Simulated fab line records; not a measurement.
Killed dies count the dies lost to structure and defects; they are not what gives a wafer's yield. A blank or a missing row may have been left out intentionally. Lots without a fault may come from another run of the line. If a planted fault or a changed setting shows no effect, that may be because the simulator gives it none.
Struck lot and sound lot, side by side ; flow sfq line ; 42 out of 325 route steps
Sound: the wafers L805.3, L805.4, L805.6. Struck: wafers L818.2, L818.3. (L818.4 of the same lot was not struck and is left out.) The cause comes at the end.
Order at every step that has rows: each side's tool, ch and its chambers, its first start. Under that, the readings that differ: sound wafers ; struck wafers ; difference of the means ; sigmas: that difference in standard deviations of wafers without a fault.
alike: same words and numbers on both sides, and readings whose means sit less than 2 such deviations apart. not compared: any withheld reading, any reading some wafer has no value for, any bound like >300 that may hide the same value, and any number with overlapping values for which the record gives no deviation.
A row with sigmas, a row that says differs or no value, or rows on one side alone: a step with any of these is where the two part. Non-overlapping numbers with no deviation appear without sigmas and do not part them. A reading that every wafer of one side lacks parts them only if that side has two wafers or more.

first, 3 steps without rows for these wafers: SFQ_TRILAYER_M5_LITHO_EXPOSE_124 (exposes mask M5, target cd 700 nm); SFQ_TRILAYER_M5_LITHO_PEB_126 (peb time 60 s); SFQ_TRILAYER_M5_LITHO_DEVELOP_125 (time 60 s).
SFQ_M5_OVL_MEAS_932:
  sound on overlay-01, day 67 09:16; struck on overlay-02, day 73 04:07
  alike: M5_OVL
SFQ_TRILAYER_M5_BARC_OPEN_METAL_ETCH_161: etches BARC in O2, target depth 125 nm, time 41.7 s.
  sound on rie metal-04 ch 0,1, day 67 09:18; struck on rie metal-02 ch 1, day 73 04:08
reading;sound;struck;difference;sigmas
drypump motor current A (A);5.4 5.5 5.4;6.3 6.3;+0.9;+2
  alike: bias w, oes product au
  not compared: rf hours counter h
then, 3 steps without rows for these wafers: SFQ_TRILAYER_M5_ETCH_METAL_ETCH_126 (etches Nb in Cl2/BCl3, stops on SiO2, time 203.2 s, target depth 265 nm); SFQ_TRILAYER_M5_STRIP_STRIP_127 (strips in O2); SFQ_TRILAYER_M5_STRIP_SOLV_CLEAN_128 (cleans in NMP, time 600 s).
SFQ_TRILAYER_A5B_DEP_PECVD_129: deposits SiO2 from SiH4/N2O, time 133.33 s, target thk 600 nm.
  sound on pecvd-02 ch 0,2, day 67 10:19; struck on pecvd-02 ch 0,1, day 73 05:10
  alike: heater power w, throttle valve pct
then, 3 steps without rows for these wafers: SFQ_TRILAYER_A5B_CMP_CMP_130 (polishes, stops on Nb, target thk 340.7 nm); SFQ_TRILAYER_A5B_METRO_MEASURE_131; SFQ_TRILAYER_R5_DEP_SPUTTER_132 (material Ti, target thk 5 nm, time 5 s).
SFQ_TRILAYER_R5_DEP_SPUTTER_133: material MoNx, target thk 40 nm, time 66.7 s.
  sound on pvd sputter-06, day 68 01:10; struck on pvd sputter-06, day 73 09:52
reading;sound;struck;difference;sigmas
model.MoNx_of_TRILAYER_R5_DEP_SPUTTER_133.thk nm (nm);39.93 39.69 39.62;26.23 25.91;-13.68;
  alike: throttle valve pct
SFQ_TRILAYER_R5_DEP_SPUTTER_134: material Ti, target thk 5 nm, time 5 s.
  sound on pvd sputter-06, day 68 01:13; struck on pvd sputter-06, day 73 09:56
  alike: throttle valve pct
SFQ_R5_RS_MEAS_933: uses a four-point probe to measure.
  sound on film metro-01, day 68 01:17; struck on film metro-01, day 73 10:15
reading;sound;struck;difference;sigmas
R5_MONX_RS (ohm/sq);7.08 7.13 7.12;10.44 10.57;+3.39;+37
  not compared: hold
SFQ_R5_THK_MEAS_934: measures by xrf.
  sound on film metro-01, day 68 01:23; struck on film metro-01, day 73 19:13
reading;sound;struck;difference;sigmas
R5_MONX_THK (nm);40.5 40.1 40.1;26.6 26.2;-13.8;-21
  not compared: hold
then, 5 steps without rows for these wafers: SFQ_TRILAYER_R5_LITHO_COAT_136 (resist thk 600 nm); SFQ_TRILAYER_R5_LITHO_SOFTBAKE_140; SFQ_TRILAYER_R5_LITHO_EXPOSE_137 (exposes mask R5, target cd 500 nm); SFQ_TRILAYER_R5_LITHO_PEB_139 (peb time 60 s); SFQ_TRILAYER_R5_LITHO_DEVELOP_138 (time 60 s).
-- the record jumps here: 3 days lie between the struck wafers' starts before and after --
SFQ_R5_OVL_MEAS_935:
  sound on overlay-02, day 69 07:53; struck on overlay-02, day 77 01:05
  alike: R5_OVL
then, 4 steps without rows for these wafers: SFQ_TRILAYER_R5_BARC_OPEN_METAL_ETCH_177 (etches BARC in O2, target depth 125 nm, time 41.7 s); SFQ_TRILAYER_R5_ETCH_METAL_ETCH_139 (etches the open film in Cl2, stops on SiO2, target depth 60 nm, time 40 s); SFQ_TRILAYER_R5_STRIP_STRIP_140 (strips in O2); SFQ_TRILAYER_R5_STRIP_SOLV_CLEAN_141 (cleans in NMP, time 600 s).
SFQ_TRILAYER_A5C_DEP_PECVD_142: deposits SiO2 from SiH4/N2O, time 15.556 s, target thk 70 nm.
  sound on pecvd-03 ch 1,2, day 69 08:48; struck on pecvd-03 ch 0,2, day 77 02:00
  alike: heater power w, throttle valve pct
then, 6 steps without rows for these wafers: SFQ_TRILAYER_I5_LITHO_COAT_149 (resist thk 62 nm); SFQ_TRILAYER_I5_LITHO_COAT_144 (resist thk 650 nm); SFQ_TRILAYER_I5_LITHO_SOFTBAKE_148; SFQ_TRILAYER_I5_LITHO_EXPOSE_145 (exposes mask I5, target cd 700 nm); SFQ_TRILAYER_I5_LITHO_PEB_147 (peb time 60 s); SFQ_TRILAYER_I5_LITHO_DEVELOP_146 (time 60 s).
SFQ_I5_OVL_MEAS_936:
  sound on overlay-02, day 69 16:17; struck on overlay-01, day 78 07:56
  alike: I5_OVL
SFQ_TRILAYER_I5_BARC_OPEN_VIA_ETCH_200: etches BARC in O2, target depth 125 nm, time 41.7 s.
  sound on rie diel-01 ch 0,2,3, day 69 16:19; struck on rie diel-04 ch 0,1, day 78 07:58
  alike: bias w, drypump motor current A, oes product au
  not compared: rf hours counter h
then, 6 steps without rows for these wafers: SFQ_TRILAYER_I5_ETCH_VIA_ETCH_147 (etches the open film in CHF3, stops on Nb, target depth 360 nm); SFQ_TRILAYER_I5_STRIP_STRIP_148 (strips in O2); SFQ_TRILAYER_I5_STRIP_SOLV_CLEAN_149 (cleans in NMP, time 600 s); SFQ_TRILAYER_C5_LITHO_COAT_156 (resist thk 62 nm); SFQ_TRILAYER_C5_LITHO_COAT_151 (resist thk 650 nm); SFQ_TRILAYER_C5_LITHO_SOFTBAKE_155.
-- the record jumps here: 14 days lie between the struck wafers' starts before and after --
SFQ_M8_BOW_MEAS_951:
  sound on film metro-01, day 82 00:43; struck on film metro-01, day 92 12:59
reading;sound;struck;difference;sigmas
model.etest.r5.ohm um;14.14 14.22 14.19;21.38 21.61;+7.31;
model.etest.r5.ohm sq;7.052 7.095 7.107;10.74 10.87;+3.72;
model.etest.c5.link ohm;7.986 8.011 8.063;11.67 11.81;+3.72;
  alike: M8_BOW

## WHERE THEY PART
Earliest at SFQ_TRILAYER_M5_BARC_OPEN_METAL_ETCH_161; latest, in this record, at SFQ_R5_THK_MEAS_934. Later steps at which nothing parts them and some readings are alike: SFQ_R5_OVL_MEAS_935, SFQ_TRILAYER_A5C_DEP_PECVD_142, SFQ_I5_OVL_MEAS_936, SFQ_TRILAYER_I5_BARC_OPEN_VIA_ETCH_200, SFQ_M8_BOW_MEAS_951.

WHY: what had been put in by the simulator
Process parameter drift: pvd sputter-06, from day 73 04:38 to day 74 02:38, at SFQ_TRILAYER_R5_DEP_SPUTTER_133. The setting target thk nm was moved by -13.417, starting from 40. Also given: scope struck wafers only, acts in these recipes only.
